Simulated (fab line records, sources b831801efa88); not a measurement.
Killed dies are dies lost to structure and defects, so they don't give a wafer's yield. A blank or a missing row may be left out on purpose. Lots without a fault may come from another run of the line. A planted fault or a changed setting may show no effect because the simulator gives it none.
Problem report in the 8D (eight disciplines) form, filled by code | flow gf180mcu | the parts of the form that need people (team, actions taken, sign-off) are left out

1. THE PROBLEM
spin_speed_rpm at GF_HV_LDD_COAT_26 reads a mean of 2891.8 rpm on 6 wafers of 2 lots; wafers without a fault read 3000.0 rpm with a standard deviation of 1.9. That is -57 standard deviations from the usual mean.
The step: resist thk 1000 nm.
First seen on wafer L260.3, day 14 09:32, on litho_track-01. The record holds 39 wafers of 13 lots with a number at this step. Rule for "out", or "out of limits": more than 4 standard deviations from the usual mean. The other wafers with a number count as sound.

2. WHAT IT IS AND WHAT IT IS NOT
question                    | is                     | is not
which readings at this step | spin_speed_rpm         | -
which lots                  | L260, L263             | L250, L252, L253, L254, L255, L259, L266, L267, L271, L272, L273
which wafers of those lots  | all that have a number | -
read on which tools         | litho_track-01         | litho_track-02, litho_track-04
when                        | from day 14 09:32      | up to then (18 sound wafers); but 15 sound wafers of L266, L267, L271, L272, L273 came after

3. SUSPECTS, AND WHAT RULES EACH OUT
Counting: a tool at a process step up to the reading stays a suspect if it ran every lot that is out and no sound lot after the first of them.
- litho_track-01 at GF_HV_LDD_COAT_26 (resist thk 1000 nm): kept. It ran every lot that is out, first L260 (day 14 09:32), and no sound lot after that; its last sound lot up to then is L259 (day 13 21:42). Its own readings are out on those wafers: spin_speed_rpm.
Left after counting: litho_track-01 at GF_HV_LDD_COAT_26.

4. THE CAUSE (what the simulator had put in)
Process parameter drift: litho_track-01, from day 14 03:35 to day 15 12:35, at GF_HV_LDD_COAT_26. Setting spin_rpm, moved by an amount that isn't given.
Counting left only this tool.

5. THE CHAIN OF EFFECTS, in route order
Each row: a reading whose mean over the struck wafers that have a number lies more than 3 standard deviations from the usual. Only readings for which the record gives a usual standard deviation are gone through. hours: the time from each lot's start at the first step in this table that gives one to its start at this step, as a median over the lots. sigmas: the change in usual standard deviations.
hours | step               | reading                  | usual      | on struck wafers | change | sigmas
0     | GF_HV_LDD_COAT_26  | spin_speed_rpm           | 3000.0 rpm | 2891.8           | -108.2 | -57
11    | GF_HV_LDD_STRIP_37 | strip_time_to_endpoint_s | 12.623 s   | 12.807           | +0.184 | +6.3
The process steps in it:
- GF_HV_LDD_COAT_26: resist thk 1000 nm.
- GF_HV_LDD_STRIP_37: strips in O2/N2.
Later measuring or inspecting steps at which every struck wafer that the step has a row for has a number for every such reading, and none has moved that far: GF_SALICIDE_THK_MEAS_05, GF_CONTACT_RS_MEAS_25.

6. WHAT WOULD HAVE CAUGHT IT SOONER
In this record the first reading out of limits was taken at day 14 09:32, 6 hours after the fault began at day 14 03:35.
